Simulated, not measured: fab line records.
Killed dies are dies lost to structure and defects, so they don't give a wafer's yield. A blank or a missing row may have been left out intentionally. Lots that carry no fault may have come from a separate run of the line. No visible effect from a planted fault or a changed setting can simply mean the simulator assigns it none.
Matching of chambers    flow sky130    SKY_METAL3_ETCH_17 on rie diel-04 has 4 sister chambers
The step etches SiO2 in C4F8/O2/Ar, stops on TiN, time 3.9 s, target depth 15 nm. 4 wafers are shown with their chamber, then 12 later ones without.

EACH WAFER AND ITS CHAMBER
wafer   chamber  oes product au (a.u.)
L090.5  1        0.760
L092.1  0        0.750
L092.3  2        0.738
L092.4  3        0.767

WAFERS WITHOUT THEIR CHAMBER
wafer   oes product au (a.u.)
L094.2  0.751
L094.4  0.759
L094.6  0.753
L095.3  0.752
L095.4  0.763
L095.5  0.760
L096.4  0.764
L096.5  0.757
L096.6  0.758
L097.3  0.742
L097.4  0.753
L097.5  0.748

THE CHAMBER EACH PASSED THROUGH
wafer    from the rows above       in truth
L094.2   0                         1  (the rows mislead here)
L094.4   1                         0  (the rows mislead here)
L094.6   can't be placed: 0 or 1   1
L095.3   0                         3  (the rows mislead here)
L095.4   can't be placed: 1 or 3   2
L095.5   1                         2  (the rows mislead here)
L096.4   can't be placed: 3 or 1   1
L096.5   can't be placed: 1 or 0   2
L096.6   1                         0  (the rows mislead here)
L097.3   can't be placed: 2 or 0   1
L097.4   can't be placed: 0 or 1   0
L097.5   0                         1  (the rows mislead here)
0 of 12 placed correctly. From these rows, 6 cannot be placed; in 3 the true chamber is one of the candidates. Wrongly placed: 6.
How it was worked out, from the rows above alone: a wafer's distance from a chamber is the root of the sum, over the readings, of the square of ((its reading less the chamber's mean) divided by the reading's scatter). If the next closest chamber is less than 2 further off than the closest, the wafer can't be placed; otherwise it belongs to the closest. The mean given for a chamber averages the wafers shown for that chamber. The scatter: with one shown wafer a chamber, the root of the mean of the squares of how far each hidden wafer lies from its nearest shown one.
